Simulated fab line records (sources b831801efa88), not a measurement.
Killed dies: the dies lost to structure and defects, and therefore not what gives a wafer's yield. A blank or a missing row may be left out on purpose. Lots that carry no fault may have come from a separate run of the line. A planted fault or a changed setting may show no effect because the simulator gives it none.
Which of the tools did it?	flow gf180mcu	42 wafers from 14 lots sampled at 6 of the route's 602 steps

WHAT THE GAUGES READ, wafer by wafer
GF_MVSD_OVL_MEAS_07.
lot	measured	on	MVSD_OVL (nm)
L949	day 4 03:36	overlay-01	2.2 -0.5 4.2
L950	day 4 08:50	overlay-01	-1.5 -0.6 0.4
L951	day 5 07:47	overlay-02	1.0 -1.7 -0.5
L953	day 5 12:35	overlay-02	1.8 0.9 1.0
L954	day 5 10:53	overlay-02	-1.6 -0.7 -1.7
L956	day 6 02:21	overlay-01	-0.5 -0.2 0.6
L958	day 6 17:19	overlay-01	-2.6 0.0 0.5
L962	day 7 14:03	overlay-01	-0.8 -1.0 -2.0
L963	day 8 02:32	overlay-02	- - -
L964	day 8 06:05	overlay-02	- - -
L966	day 8 13:46	overlay-02	1.1 0.9 0.6
L968	day 9 03:51	overlay-02	0.7 1.3 0.4
L970	day 9 17:14	overlay-01	3.0 2.0 0.7
L971	day 9 22:22	overlay-02	0.1 0.2 0.8

GF_MVPSD_TW_MEAS_11.
lot	measured	on	MVPSD_TW
L949	day 4 17:32	filmMetro-04	566 565 568
L950	day 4 22:27	filmMetro-01	552 549 552
L951	day 5 22:44	filmMetro-04	568 567 566
L953	day 6 03:47	filmMetro-01	542 541 545
L954	day 6 02:25	filmMetro-01	545 546 543
L956	day 6 19:17	filmMetro-03	558 557 558
L958	day 7 10:11	filmMetro-03	558 556 556
L962	day 8 07:57	filmMetro-01	544 543 542
L963	day 8 20:02	filmMetro-04	1623 1621 1628
L964	day 9 00:15	filmMetro-03	1581 1596 1595
L966	day 9 07:59	filmMetro-01	555 549 552
L968	day 9 22:43	filmMetro-03	553 554 550
L970	day 10 11:58	filmMetro-04	558 560 560
L971	day 10 17:04	filmMetro-03	561 566 566

GF_VT_IMPLANT_TW_MEAS_10.
lot	measured	on	VT_IMPLANT_TW
L949	day 5 07:54	filmMetro-03	567 566 565
L950	day 5 11:50	filmMetro-02	567 564 566
L951	day 6 14:04	filmMetro-04	568 567 567
L953	day 6 19:33	filmMetro-02	561 559 560
L954	day 6 18:44	filmMetro-03	568 566 569
L956	day 7 11:28	filmMetro-04	575 574 571
L958	day 8 03:41	filmMetro-02	564 568 565
L962	day 9 01:24	filmMetro-03	561 561 561
L963	day 9 13:26	filmMetro-04	1633 1638 1630
L964	day 9 17:50	filmMetro-04	1634 1630 1634
L966	day 10 01:16	filmMetro-04	570 572 570
L968	day 10 16:58	filmMetro-02	567 565 569
L970	day 11 06:18	filmMetro-02	567 565 568
L971	day 11 12:08	filmMetro-03	571 570 574

GF_NSD_TW_MEAS_12.
lot	measured	on	NSD_TW
L949	day 13 01:56	filmMetro-03	4353 4330 4333
L950	day 13 10:07	filmMetro-04	4303 4319 4300
L951	day 14 20:49	filmMetro-02	4222 4231 4225
L953	day 15 04:39	filmMetro-02	4270 4250 4294
L954	day 15 02:19	filmMetro-04	4331 4328 4355
L956	day 15 23:35	filmMetro-03	4334 4313 4327
L958	day 16 17:16	filmMetro-03	4308 4331 4306
L962	day 17 23:31	filmMetro-04	4326 4303 4324
L963	day 18 15:07	filmMetro-03	4284 4281 4297
L964	day 18 17:19	filmMetro-03	4298 4272 4294
L966	day 19 07:14	filmMetro-02	4232 4214 4224
L968	day 20 01:08	filmMetro-03	4315 4304 4309
L970	day 20 15:16	filmMetro-04	4334 4340 4324
L971	day 20 22:41	filmMetro-04	4370 4349 4349

WHAT TOOL EACH LOT RAN ON (gives the tool, then ch and the chambers of the sampled wafers, and finally the start)
lot	GF_STI_CMP_25	GF_MVSD_COAT_02
L949	cmp-01 ch 0,1,3, day 2 03:46	lithoTrack-01 ch 0, day 3 21:25
L950	cmp-02 ch 1,2, day 2 08:50	lithoTrack-03 ch 0, day 4 01:58
L951	cmp-01 ch 2,3, day 2 22:00	lithoTrack-03 ch 0, day 5 00:25
L953	cmp-01 ch 1,3, day 3 02:20	lithoTrack-03 ch 0, day 5 06:29
L954	cmp-02 ch 1,2,3, day 3 02:23	lithoTrack-02 ch 0, day 5 05:31
L956	cmp-01 ch 1,2, day 3 15:42	lithoTrack-01 ch 0, day 5 19:17
L958	cmp-02 ch 1,2,3, day 4 02:29	lithoTrack-02 ch 0, day 6 09:07
L962	cmp-02 ch 0,3, day 4 23:17	lithoTrack-02 ch 0, day 7 06:47
L963	cmp-02 ch 1,2,3, day 5 07:14	lithoTrack-03, day 7 16:59
L964	cmp-01 ch 0,1,3, day 5 09:38	lithoTrack-02, day 7 21:26
L966	cmp-01 ch 1,2,3, day 5 18:31	lithoTrack-03 ch 0, day 8 05:46
L968	cmp-02 ch 2,3, day 6 07:02	lithoTrack-03 ch 0, day 8 19:58
L970	cmp-02 ch 0,1,2, day 6 15:44	lithoTrack-03 ch 0, day 9 07:32
L971	cmp-01 ch 0,3, day 6 22:40	lithoTrack-01 ch 0, day 9 13:59
- GF_STI_CMP_25: polishes, stops on Si3N4, t overpolish 33 s, target thk 524.6 nm.
- GF_MVSD_COAT_02: resist thk 3000 nm.

AS READ BY THE TOOLS THEMSELVES (means over the sampled wafers that have a number; for cases with no such wafer, the mark the record gives instead)
GF_STI_CMP_25.
lot	tool	motorCurrentA (A)	overpolishRunS (s)	platenRpm (rpm)	timeToEndpointS (s)
L949	cmp-01	10.4	33.009	59.99	122
L950	cmp-02	10.8	33.005	59.97	120
L951	cmp-01	10.7	32.997	60.03	133
L953	cmp-01	9.7	32.992	60.03	125
L954	cmp-02	11.4	33.005	59.95	125
L956	cmp-01	10.5	33.005	60.03	130
L958	cmp-02	11.1	32.992	60.02	116
L962	cmp-02	12.3	32.999	60.02	118
L963	cmp-02	11.4	33.001	59.99	118
L964	cmp-01	10.4	32.999	59.98	117
L966	cmp-01	10.2	32.990	59.99	120
L968	cmp-02	12.2	33.004	59.99	119
L970	cmp-02	11.1	33.000	60.02	115
L971	cmp-01	11.4	32.995	59.97	121

GF_MVSD_COAT_02.
lot	tool	chillPlateTempC (C)	dispensePressureKPa (kPa)
L949	lithoTrack-01	22.95	44
L950	lithoTrack-03	23.05	57
L951	lithoTrack-03	23.00	57
L953	lithoTrack-03	22.99	57
L954	lithoTrack-02	22.95	40
L956	lithoTrack-01	23.03	44
L958	lithoTrack-02	23.00	40
L962	lithoTrack-02	23.13	40
L963	lithoTrack-03	-	-
L964	lithoTrack-02	-	-
L966	lithoTrack-03	22.97	57
L968	lithoTrack-03	23.02	57
L970	lithoTrack-03	23.09	57
L971	lithoTrack-01	23.02	44

THE ANSWER, worked out from the rows above alone
Rule: usual is defined by the lots themselves. Put in order of their means at a reading, lots are off if they are a third of the lots or fewer, leave a main group of 4 or more, and stand apart from it by a gap of 3 or more times the standard deviation of the main group's means; of several such gaps the widest counts. A main group is skipped when, at the precision printed for the reading in the tables above, its means are all equal. A lot without any number at a reading at which 4 lots or more have one is off too. Any other lot the step has rows for is counted as sound. First the gauges in route order, then the tools' own readings, where a lot's mean is used as printed above. At the first step where some lot is off, the reading lying furthest off is the one used; lots without a number count as furthest.
Off: L963, L964, seen at GF_MVSD_OVL_MEAS_07 (MVSD_OVL). Without a number there: L963, L964. For the main group the mean is 0.2 nm and the standard deviation 1.1.
A tool fits if, at a process step before that reading, it ran every lot that is off, and no sound lot after the first of them. Not tried: the gauges at GF_MVSD_OVL_MEAS_07; whatever is off there is also off at GF_MVPSD_TW_MEAS_11, on other tools, and gauge error can't account for it. Of those tried, none fits.

WHAT THE SIMULATOR HAD INSERTED
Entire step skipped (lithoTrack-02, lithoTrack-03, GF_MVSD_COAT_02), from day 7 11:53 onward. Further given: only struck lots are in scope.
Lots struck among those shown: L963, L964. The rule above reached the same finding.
